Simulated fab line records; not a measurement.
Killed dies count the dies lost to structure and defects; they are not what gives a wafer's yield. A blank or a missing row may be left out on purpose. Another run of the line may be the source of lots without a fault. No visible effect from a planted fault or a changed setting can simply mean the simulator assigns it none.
fab line records -- flow sky130
record lots=5, wafers=15, last_day=49
route steps=708 shown VT_ADJUST_NCORE@120 VT_ADJUST_HVTR@131 VT_ADJUST_PCH@143
lots that met no fault: taken from a fault-free run of the same line
start_h: the number of hours between the record's first day and the start of the first shown wafer of the lot -- wait_h: hours since the lot's step before -- " repeats the value in the row above -- L1.1+2: a row that stands for several wafers -- - either no value or no given start -- * or withheld: withheld -- < > ~ a bound
route shown NAME@n: a module of which the file shows steps, and the number in the route of the first -- usual: mean/standard deviation of fault-free wafers -- same: alike in all rows -- chamber/n: place in a boat -- sites: readings site by site -- _std_site: how widely they spread, as a standard deviation -- _edge_site: inner sites' mean taken away from outer sites' mean -- radius_mm: how far each site lies from the wafer's centre -- mask NAME#n: copy n -- behind: tool/chamber where the wafer was last shaped -- hold: the reason the lot was held/the length of the hold in hours/how it ended -- device: transistor that didn't switch, given as n, p or np -- end of line: the same wafers' tests at the end of the route -- a step without rows: its recipe alone -- killed: dies that structure and defects cost at the first sort, which is not the same as the wafer's yield -- map: a wafer's dies, x killed, . not, _ none there
set.NAME: the run value of the setting; set.NAME@STEP: its run value at that earlier step -- model.NAME: the simulator's own value behind a step, which no gauge read
lots at selected steps of the route; one table per step, one row per wafer
services: from which hour (start_h, from the record's first day; less than 0 if before it) a tool's chamber was out of use, for how many hours, and why
## steps
# step SKY_VT_ADJUST_NCORE_HMDS_01
# recipe prime_time_s=60, prime_temp_c=120
lot.wafer,tool,chamber,start_h,wait_h
L081.3+4+6,litho_track-02,0,223.88,0.1
L082.1+2+3,litho_track-02,0,234.73,0.1
L089.1+4+5,litho_track-01,0,274.19,0.1
L090.3+4+5,litho_track-02,0,284.38,0.1
L091.2+3+4,litho_track-01,0,288.37,0.1
# step SKY_VT_ADJUST_NCORE_COAT_02
# recipe resist=NOVOLAK, spin_rpm=3000, resist_thk_nm=1140
lot.wafer,tool,chamber,start_h,wait_h
L081.3+4+6,litho_track-02,0,224.03,0.1
L082.1+2+3,litho_track-02,0,234.88,0.1
L089.1+4+5,litho_track-01,0,274.34,0.1
L090.3+4+5,litho_track-02,0,284.53,0.1
L091.2+3+4,litho_track-01,0,288.52,0.1
# step SKY_VT_ADJUST_NCORE_SOFTBAKE_03
# recipe temp_c=90, time_s=60, resist=NOVOLAK
lot.wafer,tool,chamber,start_h,wait_h
L081.3+4+6,litho_track-02,0,224.18,0.1
L082.1+2+3,litho_track-02,0,235.03,0.1
L089.1+4+5,litho_track-01,0,274.49,0.1
L090.3+4+5,litho_track-02,0,284.68,0.1
L091.2+3+4,litho_track-01,0,288.67,0.1
# step SKY_VT_ADJUST_NCORE_EXPOSE_04
# recipe mask_id=LVTN_COMPLEMENT_THIN, na=0.6, source_shape=conventional, sigma_outer=0.6, polarization=unpolarized, target_cd_nm=380, dose_mj=139
lot.wafer,tool,chamber,start_h,wait_h,mask
L081.3+4+6,iline_stepper-02,0,-,-,LVTN_COMPLEMENT_THIN#0
L082.1+2+3,iline_stepper-02,0,-,-,LVTN_COMPLEMENT_THIN#0
L089.1+4+5,iline_stepper-01,0,-,-,LVTN_COMPLEMENT_THIN#0
L090.3+4+5,iline_stepper-01,0,-,-,LVTN_COMPLEMENT_THIN#0
L091.2+3+4,iline_stepper-01,0,-,-,LVTN_COMPLEMENT_THIN#0
# step SKY_VT_ADJUST_NCORE_PEB_05
# recipe temp_c=withheld, time_s=*, resist=NOVOLAK
lot.wafer,tool,chamber,start_h,wait_h
L081.3+4+6,litho_track-02,0,-,-
L082.1+2+3,litho_track-02,0,-,-
L089.1+4+5,litho_track-02,0,-,-
L090.3+4+5,litho_track-03,0,-,-
L091.2+3+4,litho_track-01,0,-,-
# step SKY_VT_ADJUST_NCORE_DEVELOP_06
# recipe resist=NOVOLAK, developer=TMAH, develop_time_s=60, dev_temp_c=23
lot.wafer,tool,chamber,start_h,wait_h
L081.3+4+6,litho_track-02,0,235.73,0.1
L082.1+2+3,litho_track-02,0,245.88,0.1
L089.1+4+5,litho_track-02,0,286.78,0.1
L090.3+4+5,litho_track-03,0,296.95,0.1
L091.2+3+4,litho_track-01,0,300.62,0.1
# step SKY_VT_ADJUST_NCORE_CD_MEAS_07
# recipe target_cd_nm=380
# usual cd_nm=379.1/2
lot.wafer,tool,chamber,start_h,wait_h,cd_nm
L081.3,cd_sem-02,-,235.96,0.2,382.4
L081.4,cd_sem-02,-,235.96,0.2,381.5
L081.6,cd_sem-02,-,235.96,0.2,380.5
L082.1,cd_sem-02,-,246.03,0.1,382.1
L082.2,cd_sem-02,-,246.03,0.1,378.9
L082.3,cd_sem-02,-,246.03,0.1,381.1
L089.1,cd_sem-02,-,286.93,0.1,378.0
L089.4,cd_sem-02,-,286.93,0.1,377.3
L089.5,cd_sem-02,-,286.93,0.1,378.5
L090.3,cd_sem-01,-,297.09,0.1,379.4
L090.4,cd_sem-01,-,297.09,0.1,379.5
L090.5,cd_sem-01,-,297.09,0.1,380.5
L091.2,cd_sem-01,-,300.76,0.1,380.9
L091.3,cd_sem-01,-,300.76,0.1,378.0
L091.4,cd_sem-01,-,300.76,0.1,380.4
# step SKY_VT_ADJUST_NCORE_OVL_MEAS_08
# usual VT_ADJUST_NCORE_OVL=1.4/1.4
lot.wafer,tool,chamber,start_h,wait_h,VT_ADJUST_NCORE_OVL[nm]
L081.3,overlay-02,-,236.05,0.1,2.4
L081.4,overlay-02,-,236.05,0.1,2.2
L081.6,overlay-02,-,236.05,0.1,2.7
L082.1,overlay-01,-,246.15,0.1,1.0
L082.2,overlay-01,-,246.15,0.1,3.0
L082.3,overlay-01,-,246.15,0.1,1.1
L089.1,overlay-02,-,287.05,0.1,2.4
L089.4,overlay-02,-,287.05,0.1,2.9
L089.5,overlay-02,-,287.05,0.1,3.0
L090.3,overlay-01,-,297.18,0.1,3.3
L090.4,overlay-01,-,297.18,0.1,0.3
L090.5,overlay-01,-,297.18,0.1,1.9
L091.2,overlay-01,-,300.87,0.1,1.3
L091.3,overlay-01,-,300.87,0.1,0.4
L091.4,overlay-01,-,300.87,0.1,2.3
# step SKY_VT_ADJUST_NCORE_IMPLANT_09
# recipe species=B, energy_kev=10, dose_cm2=2.4e+12, tilt_deg=withheld
# usual dose_ions_cm2=2.4001e+12/2.7e+09, end_station_pressure_torr=5.03e-06/2.7e-07
lot.wafer,tool,chamber,start_h,wait_h,dose_ions_cm2,end_station_pressure_torr
L081.3,implanter-04,0,236.13,0.1,2.3978e+12,5e-06
L081.4,implanter-04,0,236.13,0.1,2.4009e+12,5.26e-06
L081.6,implanter-04,0,236.13,0.1,2.3999e+12,4.77e-06
L082.1,implanter-02,0,246.19,0.0,2.3968e+12,4.95e-06
L082.2,implanter-02,0,246.19,0.0,2.401e+12,4.98e-06
L082.3,implanter-02,0,246.19,0.0,2.3982e+12,4.8e-06
L089.1,implanter-04,0,287.09,0.0,2.4002e+12,5.17e-06
L089.4,implanter-04,0,287.09,0.0,2.4001e+12,5.34e-06
L089.5,implanter-04,0,287.09,0.0,2.4007e+12,4.58e-06
L090.3,implanter-03,0,297.26,0.1,2.4001e+12,5.23e-06
L090.4,implanter-03,0,297.26,0.1,2.3971e+12,5.07e-06
L090.5,implanter-03,0,297.26,0.1,2.3932e+12,5.29e-06
L091.2,implanter-04,0,300.92,0.0,2.404e+12,5.2e-06
L091.3,implanter-04,0,300.92,0.0,2.4009e+12,4.5e-06
L091.4,implanter-04,0,300.92,0.0,2.3994e+12,5.08e-06
# step SKY_VT_ADJUST_NCORE_STRIP_10
# recipe chemistry=O2/N2, power_w=1400, pressure_mtorr=1500, platen_temp_c=withheld, o2_flow_sccm=3000, n2_flow_sccm=300, overash_fraction=0.5
# usual drypump_motor_current_A=5.5/0.31, oes_product_au=0.716/0.0046, strip_time_to_endpoint_s=14.18/0.047
lot.wafer,tool,chamber,start_h,wait_h,drypump_motor_current_A,oes_product_au,rf_hours_counter_h,strip_time_to_endpoint_s
L081.3,plasma_asher-02,0,236.26,0.1,6.1,0.718,-,14.25
L081.4,plasma_asher-02,1,236.26,0.1,5.8,0.713,-,14.20
L081.6,plasma_asher-02,0,236.26,0.1,6.1,0.719,-,14.22
L082.1,plasma_asher-04,1,246.34,0.1,5.3,0.718,13,14.23
L082.2,plasma_asher-04,0,246.34,0.1,5.6,0.722,13,14.19
L082.3,plasma_asher-04,1,246.34,0.1,5.3,0.719,-,14.21
L089.1,plasma_asher-02,0,287.24,0.1,6.1,0.718,46,14.15
L089.4,plasma_asher-02,0,287.24,0.1,6.1,0.721,-,14.14
L089.5,plasma_asher-02,0,287.24,0.1,6.1,0.718,-,14.17
L090.3,plasma_asher-03,1,297.39,0.1,5.3,0.713,-,14.16
L090.4,plasma_asher-03,0,297.39,0.1,5.2,0.715,-,14.18
L090.5,plasma_asher-03,1,297.39,0.1,5.3,0.713,-,14.15
L091.2,plasma_asher-03,1,301.05,0.1,5.3,0.710,61,14.15
L091.3,plasma_asher-03,1,301.05,0.1,5.3,0.715,-,14.16
L091.4,plasma_asher-03,0,301.05,0.1,5.2,0.715,-,14.16
# step SKY_VT_ADJUST_NCORE_TW_MEAS_11
# usual VT_ADJUST_NCORE_TW=218.5/1.2
lot.wafer,tool,chamber,start_h,wait_h,VT_ADJUST_NCORE_TW
L081.3,film_metro-04,-,236.35,0.1,218.4
L081.4,film_metro-04,-,236.35,0.1,220.2
L081.6,film_metro-04,-,236.35,0.1,220.0
L082.1,film_metro-03,-,246.44,0.1,221.4
L082.2,film_metro-03,-,246.44,0.1,220.0
L082.3,film_metro-03,-,246.44,0.1,218.9
L089.1,film_metro-03,-,287.34,0.1,219.9
L089.4,film_metro-03,-,287.34,0.1,220.6
L089.5,film_metro-03,-,287.34,0.1,219.4
L090.3,film_metro-03,-,297.48,0.1,220.8
L090.4,film_metro-03,-,297.48,0.1,221.0
L090.5,film_metro-03,-,297.48,0.1,220.4
L091.2,film_metro-04,-,301.16,0.1,218.5
L091.3,film_metro-04,-,301.16,0.1,218.5
L091.4,film_metro-04,-,301.16,0.1,217.8
# step SKY_VT_ADJUST_HVTR_DEHYDRATE_00
# recipe temp_c=200, time_s=60
lot.wafer,tool,chamber,start_h,wait_h
L081.3+4+6,litho_track-03,0,247.10,10.7
L082.1+2+3,litho_track-04,0,258.52,12.1
L089.1+4+5,litho_track-04,0,299.12,11.8
L090.3+4+5,litho_track-04,0,309.87,12.4
L091.2+3+4,litho_track-02,0,313.36,12.2
# step SKY_VT_ADJUST_HVTR_HMDS_01
# recipe prime_time_s=60, prime_temp_c=120
lot.wafer,tool,chamber,start_h,wait_h
L081.3+4+6,litho_track-03,0,247.25,0.1
L082.1+2+3,litho_track-04,0,258.67,0.1
L089.1+4+5,litho_track-04,0,299.27,0.1
L090.3+4+5,litho_track-04,0,310.02,0.1
L091.2+3+4,litho_track-02,0,313.51,0.1
# step SKY_VT_ADJUST_HVTR_COAT_02
# recipe resist=NOVOLAK, spin_rpm=3000, resist_thk_nm=1140
lot.wafer,tool,chamber,start_h,wait_h
L081.3+4+6,litho_track-03,0,247.40,0.1
L082.1+2+3,litho_track-04,0,258.82,0.1
L089.1+4+5,litho_track-04,0,299.42,0.1
L090.3+4+5,litho_track-04,0,310.17,0.1
L091.2+3+4,litho_track-02,0,313.66,0.1
# step SKY_VT_ADJUST_HVTR_SOFTBAKE_03
# recipe temp_c=90, time_s=60, resist=NOVOLAK
lot.wafer,tool,chamber,start_h,wait_h
L081.3+4+6,litho_track-03,0,247.55,0.1
L082.1+2+3,litho_track-04,0,258.97,0.1
L089.1+4+5,litho_track-04,0,299.57,0.1
L090.3+4+5,litho_track-04,0,310.32,0.1
L091.2+3+4,litho_track-02,0,313.81,0.1
# step SKY_VT_ADJUST_HVTR_EXPOSE_04
# recipe mask_id=HVTRM, target_cd_nm=380, na=0.6, source_shape=conventional, sigma_outer=0.6, dose_mj=150
lot.wafer,tool,chamber,start_h,wait_h,mask
L081.3+4+6,iline_stepper-01,0,-,-,HVTRM#0
L082.1+2+3,iline_stepper-01,0,-,-,HVTRM#0
L089.1+4+5,iline_stepper-01,0,-,-,HVTRM#0
L090.3+4+5,iline_stepper-02,0,-,-,HVTRM#0
L091.2+3+4,iline_stepper-02,0,-,-,HVTRM#0
# step SKY_VT_ADJUST_HVTR_PEB_05
# recipe temp_c=withheld, time_s=*, resist=NOVOLAK
lot.wafer,tool,chamber,start_h,wait_h
L081.3+4+6,litho_track-03,0,-,-
L082.1+2+3,litho_track-04,0,-,-
L089.1+4+5,litho_track-03,0,-,-
L090.3+4+5,litho_track-03,0,-,-
L091.2+3+4,litho_track-02,0,-,-
# step SKY_VT_ADJUST_HVTR_DEVELOP_06
# recipe develop_time_s=60, dev_temp_c=23
lot.wafer,tool,chamber,start_h,wait_h
L081.3+4+6,litho_track-03,0,259.75,0.1
L082.1+2+3,litho_track-04,0,269.72,0.1
L089.1+4+5,litho_track-03,0,312.30,0.1
L090.3+4+5,litho_track-03,0,323.15,0.1
L091.2+3+4,litho_track-02,0,326.56,0.1
# step SKY_VT_ADJUST_HVTR_CD_MEAS_07
# recipe target_cd_nm=380
# usual cd_nm=378.8/2.1
lot.wafer,tool,chamber,start_h,wait_h,cd_nm
L081.3,cd_sem-01,-,259.89,0.1,376.2
L081.4,cd_sem-01,-,259.89,0.1,378.2
L081.6,cd_sem-01,-,259.89,0.1,377.8
L082.1,cd_sem-02,-,269.87,0.1,376.0
L082.2,cd_sem-02,-,269.87,0.1,376.4
L082.3,cd_sem-02,-,269.87,0.1,375.6
L089.1,cd_sem-01,-,312.45,0.1,377.8
L089.4,cd_sem-01,-,312.45,0.1,379.1
L089.5,cd_sem-01,-,312.45,0.1,378.7
L090.3,cd_sem-02,-,323.29,0.1,378.4
L090.4,cd_sem-02,-,323.29,0.1,378.5
L090.5,cd_sem-02,-,323.29,0.1,380.1
L091.2,cd_sem-02,-,326.70,0.1,376.6
L091.3,cd_sem-02,-,326.70,0.1,377.4
L091.4,cd_sem-02,-,326.70,0.1,377.9
# step SKY_VT_ADJUST_HVTR_OVL_MEAS_08
# usual VT_ADJUST_HVTR_OVL=1.9/1.5
lot.wafer,tool,chamber,start_h,wait_h,VT_ADJUST_HVTR_OVL[nm]
L081.3,overlay-02,-,259.98,0.1,1.9
L081.4,overlay-02,-,259.98,0.1,3.5
L081.6,overlay-02,-,259.98,0.1,4.0
L082.1,overlay-02,-,269.99,0.1,0.8
L082.2,overlay-02,-,269.99,0.1,3.5
L082.3,overlay-02,-,269.99,0.1,3.0
L089.1,overlay-02,-,312.57,0.1,5.1
L089.4,overlay-02,-,312.57,0.1,1.8
L089.5,overlay-02,-,312.57,0.1,4.2
L090.3,overlay-01,-,323.39,0.1,0.0
L090.4,overlay-01,-,323.39,0.1,-1.3
L090.5,overlay-01,-,323.39,0.1,-0.3
L091.2,overlay-02,-,326.81,0.1,1.4
L091.3,overlay-02,-,326.81,0.1,0.2
L091.4,overlay-02,-,326.81,0.1,0.9
# step SKY_VT_ADJUST_HVTR_IMPLANT_09
# recipe species=B, energy_kev=10, dose_cm2=2.1e+12, tilt_deg=withheld
# usual dose_ions_cm2=2.1003e+12/2.4e+09, end_station_pressure_torr=4.99e-06/2.6e-07
lot.wafer,tool,chamber,start_h,wait_h,dose_ions_cm2,end_station_pressure_torr
L081.3,implanter-01,0,260.06,0.1,2.0995e+12,4.69e-06
L081.4,implanter-01,0,260.06,0.1,2.1021e+12,4.84e-06
L081.6,implanter-01,0,260.06,0.1,2.1022e+12,4.8e-06
L082.1,implanter-04,0,270.02,0.0,2.0953e+12,5.22e-06
L082.2,implanter-04,0,270.02,0.0,2.0982e+12,4.78e-06
L082.3,implanter-04,0,270.02,0.0,2.0977e+12,5.15e-06
L089.1,implanter-01,0,312.61,0.0,2.0992e+12,4.84e-06
L089.4,implanter-01,0,312.61,0.0,2.0983e+12,5.41e-06
L089.5,implanter-01,0,312.61,0.0,2.1005e+12,5.32e-06
L090.3,implanter-04,0,323.46,0.1,2.0995e+12,4.99e-06
L090.4,implanter-04,0,323.46,0.1,2.1007e+12,5.03e-06
L090.5,implanter-04,0,323.46,0.1,2.1035e+12,5.7e-06
L091.2,implanter-01,0,326.86,0.0,2.1006e+12,5e-06
L091.3,implanter-01,0,326.86,0.0,2.1052e+12,5.32e-06
L091.4,implanter-01,0,326.86,0.0,2.0987e+12,4.67e-06
# step SKY_VT_ADJUST_HVTR_STRIP_10
# recipe chemistry=O2/N2, power_w=1400, pressure_mtorr=1500, platen_temp_c=withheld, o2_flow_sccm=3000, n2_flow_sccm=300, overash_fraction=0.5
# usual drypump_motor_current_A=5.4/0.46, oes_product_au=0.715/0.004, strip_time_to_endpoint_s=14.19/0.036
lot.wafer,tool,chamber,start_h,wait_h,drypump_motor_current_A,oes_product_au,rf_hours_counter_h,strip_time_to_endpoint_s
L081.3,plasma_asher-03,0,260.19,0.1,5.2,0.714,-,14.15
L081.4,plasma_asher-03,1,260.19,0.1,5.2,0.715,-,14.17
L081.6,plasma_asher-03,0,260.19,0.1,5.2,0.712,-,14.17
L082.1,plasma_asher-01,0,270.17,0.1,5.8,0.717,60,14.16
L082.2,plasma_asher-01,1,270.17,0.1,4.7,0.712,60,14.21
L082.3,plasma_asher-01,1,270.17,0.1,4.7,0.719,-,14.21
L089.1,plasma_asher-01,0,312.76,0.1,5.8,0.706,64,14.14
L089.4,plasma_asher-01,1,312.76,0.1,4.7,0.717,-,14.18
L089.5,plasma_asher-01,0,312.76,0.1,5.8,0.717,-,14.13
L090.3,plasma_asher-01,0,323.60,0.1,5.9,0.715,-,14.17
L090.4,plasma_asher-01,1,323.60,0.1,4.7,0.713,-,14.17
L090.5,plasma_asher-01,0,323.60,0.1,5.9,0.714,-,14.22
L091.2,plasma_asher-01,0,326.99,0.1,5.8,0.718,66,14.19
L091.3,plasma_asher-01,1,326.99,0.1,4.7,0.716,-,14.17
L091.4,plasma_asher-01,0,326.99,0.1,5.8,0.715,-,14.24
# step SKY_VT_ADJUST_HVTR_TW_MEAS_11
# usual VT_ADJUST_HVTR_TW=211.3/1.7
lot.wafer,tool,chamber,start_h,wait_h,VT_ADJUST_HVTR_TW
L081.3,film_metro-01,-,260.28,0.1,209.4
L081.4,film_metro-01,-,260.28,0.1,209.0
L081.6,film_metro-01,-,260.28,0.1,210.2
L082.1,film_metro-02,-,270.27,0.1,213.8
L082.2,film_metro-02,-,270.27,0.1,214.8
L082.3,film_metro-02,-,270.27,0.1,214.2
L089.1,film_metro-02,-,312.86,0.1,213.6
L089.4,film_metro-02,-,312.86,0.1,213.3
L089.5,film_metro-02,-,312.86,0.1,213.5
L090.3,film_metro-02,-,323.68,0.1,213.7
L090.4,film_metro-02,-,323.68,0.1,212.0
L090.5,film_metro-02,-,323.68,0.1,213.6
L091.2,film_metro-04,-,327.10,0.1,211.1
L091.3,film_metro-04,-,327.10,0.1,211.7
L091.4,film_metro-04,-,327.10,0.1,212.4
# step SKY_VT_ADJUST_PCH_DEHYDRATE_00
# recipe temp_c=200, time_s=60
lot.wafer,tool,chamber,start_h,wait_h
L081.3+4+6,litho_track-04,0,270.92,10.6
L082.1+2+3,litho_track-01,0,282.24,12.0
L089.1+4+5,litho_track-02,0,324.48,11.6
L090.3+4+5,litho_track-04,0,335.96,12.3
L091.2+3+4,litho_track-02,0,339.46,12.3
# step SKY_VT_ADJUST_PCH_HMDS_01
# recipe prime_time_s=60, prime_temp_c=120
lot.wafer,tool,chamber,start_h,wait_h
L081.3+4+6,litho_track-04,0,271.07,0.1
L082.1+2+3,litho_track-01,0,282.39,0.1
L089.1+4+5,litho_track-02,0,324.63,0.1
L090.3+4+5,litho_track-04,0,336.11,0.1
L091.2+3+4,litho_track-02,0,339.61,0.1
# step SKY_VT_ADJUST_PCH_COAT_02
# recipe spin_rpm=2000, resist_thk_nm=3000
lot.wafer,tool,chamber,start_h,wait_h
L081.3+4+6,litho_track-04,0,271.22,0.1
L082.1+2+3,litho_track-01,0,282.54,0.1
L089.1+4+5,litho_track-02,0,324.78,0.1
L090.3+4+5,litho_track-04,0,336.26,0.1
L091.2+3+4,litho_track-02,0,339.76,0.1
# step SKY_VT_ADJUST_PCH_SOFTBAKE_03
# recipe temp_c=110, time_s=withheld
lot.wafer,tool,chamber,start_h,wait_h
L081.3+4+6,litho_track-04,0,271.38,0.1
L082.1+2+3,litho_track-01,0,282.69,0.1
L089.1+4+5,litho_track-02,0,324.93,0.1
L090.3+4+5,litho_track-04,0,336.43,0.1
L091.2+3+4,litho_track-02,0,339.91,0.1
# step SKY_VT_ADJUST_PCH_EXPOSE_04
# recipe mask_id=NWM, na=0.6, source_shape=conventional, sigma_outer=0.6, polarization=unpolarized, target_cd_nm=840, dose_mj=255
lot.wafer,tool,chamber,start_h,wait_h,mask
L081.3+4+6,iline_stepper-01,0,-,-,NWM#0
L082.1+2+3,iline_stepper-02,0,-,-,NWM#0
L089.1+4+5,iline_stepper-01,0,-,-,NWM#0
L090.3+4+5,iline_stepper-02,0,-,-,NWM#0
L091.2+3+4,iline_stepper-02,0,-,-,NWM#0
# step SKY_VT_ADJUST_PCH_PEB_05
# recipe temp_c=115, time_s=withheld
lot.wafer,tool,chamber,start_h,wait_h
L081.3+4+6,litho_track-01,0,-,-
L082.1+2+3,litho_track-01,0,-,-
L089.1+4+5,litho_track-01,0,-,-
L090.3+4+5,litho_track-04,0,-,-
L091.2+3+4,litho_track-04,0,-,-
# step SKY_VT_ADJUST_PCH_DEVELOP_06
# recipe wall_angle_deg=90, developer=TMAH, develop_time_s=60, dev_temp_c=23
lot.wafer,tool,chamber,start_h,wait_h
L081.3+4+6,litho_track-01,0,-,-
L082.1+2+3,litho_track-01,0,-,-
L089.1+4+5,litho_track-01,0,-,-
L090.3+4+5,litho_track-04,0,-,-
L091.2+3+4,litho_track-04,0,-,-
# step SKY_VT_ADJUST_PCH_OVL_MEAS_07
# usual VT_ADJUST_PCH_OVL=1.2/1.5
lot.wafer,tool,chamber,start_h,wait_h,VT_ADJUST_PCH_OVL[nm]
L081.3,overlay-02,-,283.85,-,1.9
L081.4,overlay-02,-,283.85,-,0.4
L081.6,overlay-02,-,283.85,-,2.0
L082.1,overlay-01,-,294.59,-,0.2
L082.2,overlay-01,-,294.59,-,-0.5
L082.3,overlay-01,-,294.59,-,1.1
L089.1,overlay-02,-,338.64,-,1.0
L089.4,overlay-02,-,338.64,-,1.2
L089.5,overlay-02,-,338.64,-,2.9
L090.3,overlay-02,-,349.73,-,0.3
L090.4,overlay-02,-,349.73,-,-0.3
L090.5,overlay-02,-,349.73,-,0.7
L091.2,overlay-01,-,353.12,-,4.5
L091.3,overlay-01,-,353.12,-,3.0
L091.4,overlay-01,-,353.12,-,5.4
# step SKY_VT_ADJUST_PCH_IMPLANT_08
# recipe species=B, energy_kev=10, dose_cm2=5e+11, tilt_deg=withheld
# usual dose_ions_cm2=5e+11/4.9e+08, end_station_pressure_torr=5.01e-06/2.5e-07
lot.wafer,tool,chamber,start_h,wait_h,dose_ions_cm2,end_station_pressure_torr
L081.3,implanter-02,0,283.93,0.1,5.006e+11,4.88e-06
L081.4,implanter-02,0,283.93,0.1,5.005e+11,5.01e-06
L081.6,implanter-02,0,283.93,0.1,5.004e+11,4.97e-06
L082.1,implanter-01,0,294.63,0.0,5.007e+11,4.91e-06
L082.2,implanter-01,0,294.63,0.0,5.007e+11,4.83e-06
L082.3,implanter-01,0,294.63,0.0,5.003e+11,5.11e-06
L089.1,implanter-01,0,338.68,0.0,4.999e+11,4.99e-06
L089.4,implanter-01,0,338.68,0.0,4.999e+11,4.75e-06
L089.5,implanter-01,0,338.68,0.0,4.999e+11,4.77e-06
L090.3,implanter-03,0,349.80,0.1,4.996e+11,4.9e-06
L090.4,implanter-03,0,349.80,0.1,4.992e+11,5.1e-06
L090.5,implanter-03,0,349.80,0.1,4.997e+11,4.51e-06
L091.2,implanter-03,0,353.18,0.0,4.994e+11,5.25e-06
L091.3,implanter-03,0,353.18,0.0,5e+11,5.08e-06
L091.4,implanter-03,0,353.18,0.0,5e+11,5.4e-06
# step SKY_VT_ADJUST_PCH_STRIP_09
# recipe chemistry=O2/N2, power_w=1400, pressure_mtorr=1500, platen_temp_c=withheld, o2_flow_sccm=3000, n2_flow_sccm=300, overash_fraction=0.5
# usual drypump_motor_current_A=5.3/0.39, oes_product_au=0.722/0.0046, strip_time_to_endpoint_s=36.94/0.099
lot.wafer,tool,chamber,start_h,wait_h,drypump_motor_current_A,oes_product_au,rf_hours_counter_h,strip_time_to_endpoint_s
L081.3,plasma_asher-01,0,284.06,0.1,5.9,0.722,-,37.04
L081.4,plasma_asher-01,1,284.06,0.1,4.7,0.721,-,37.10
L081.6,plasma_asher-01,0,284.06,0.1,5.9,0.723,-,36.99
L082.1,plasma_asher-04,1,294.78,0.1,5.3,0.720,17,36.97
L082.2,plasma_asher-04,0,294.78,0.1,5.5,0.720,17,36.86
L082.3,plasma_asher-04,0,294.78,0.1,5.5,0.721,-,36.94
L089.1,plasma_asher-01,0,338.83,0.1,5.9,0.713,67,36.92
L089.4,plasma_asher-01,1,338.83,0.1,4.7,0.721,-,36.91
L089.5,plasma_asher-01,0,338.83,0.1,5.9,0.725,-,37.02
L090.3,plasma_asher-04,0,349.93,0.1,5.6,0.715,-,36.84
L090.4,plasma_asher-04,1,349.93,0.1,5.3,0.712,-,36.84
L090.5,plasma_asher-04,0,349.93,0.1,5.6,0.719,-,36.92
L091.2,plasma_asher-01,1,353.30,0.1,4.8,0.719,69,37.13
L091.3,plasma_asher-01,0,353.30,0.1,5.8,0.721,-,37.00
L091.4,plasma_asher-01,1,353.30,0.1,4.7,0.720,-,37.04
# step SKY_VT_ADJUST_PCH_TW_MEAS_10
# usual VT_ADJUST_PCH_TW=143.2/0.97
lot.wafer,tool,chamber,start_h,wait_h,VT_ADJUST_PCH_TW
L081.3,film_metro-03,-,284.15,0.1,143.2
L081.4,film_metro-03,-,284.15,0.1,143.5
L081.6,film_metro-03,-,284.15,0.1,142.9
L082.1,film_metro-01,-,294.88,0.1,141.9
L082.2,film_metro-01,-,294.88,0.1,141.8
L082.3,film_metro-01,-,294.88,0.1,142.0
L089.1,film_metro-03,-,338.93,0.1,144.0
L089.4,film_metro-03,-,338.93,0.1,143.5
L089.5,film_metro-03,-,338.93,0.1,143.8
L090.3,film_metro-03,-,350.02,0.1,143.7
L090.4,film_metro-03,-,350.02,0.1,143.7
L090.5,film_metro-03,-,350.02,0.1,143.8
L091.2,film_metro-03,-,353.41,0.1,144.1
L091.3,film_metro-03,-,353.41,0.1,144.1
L091.4,film_metro-03,-,353.41,0.1,144.3
## services
tool,chamber,start_h,hours,kind
implanter-01,-,204.51,7.7,pm
iline_stepper-01,-,205.76,1.7,pm
implanter-04,-,216.18,1.2,repair
iline_stepper-01,0,226.27,-,calibration
implanter-03,-,231.58,5.6,pm
plasma_asher-04,-,231.86,0.7,repair
iline_stepper-02,-,240.56,6.2,repair
implanter-02,-,243.80,2.1,repair
implanter-02,-,258.94,4.4,repair
implanter-03,-,262.93,4.1,repair
implanter-01,-,265.40,5.2,pm
iline_stepper-01,-,268.14,1.0,repair
implanter-01,-,271.31,2.6,repair
implanter-01,-,283.41,4.1,repair
iline_stepper-02,-,284.16,1.7,pm
implanter-02,-,285.65,3.6,pm
implanter-02,-,302.51,3.7,repair
implanter-04,-,307.04,3.7,pm
iline_stepper-01,-,307.57,4.4,pm
plasma_asher-03,-,315.07,7.8,repair
litho_track-02,-,315.67,-,consumable_replace:filter
plasma_asher-03,-,343.35,2.8,pm
## key
fault none
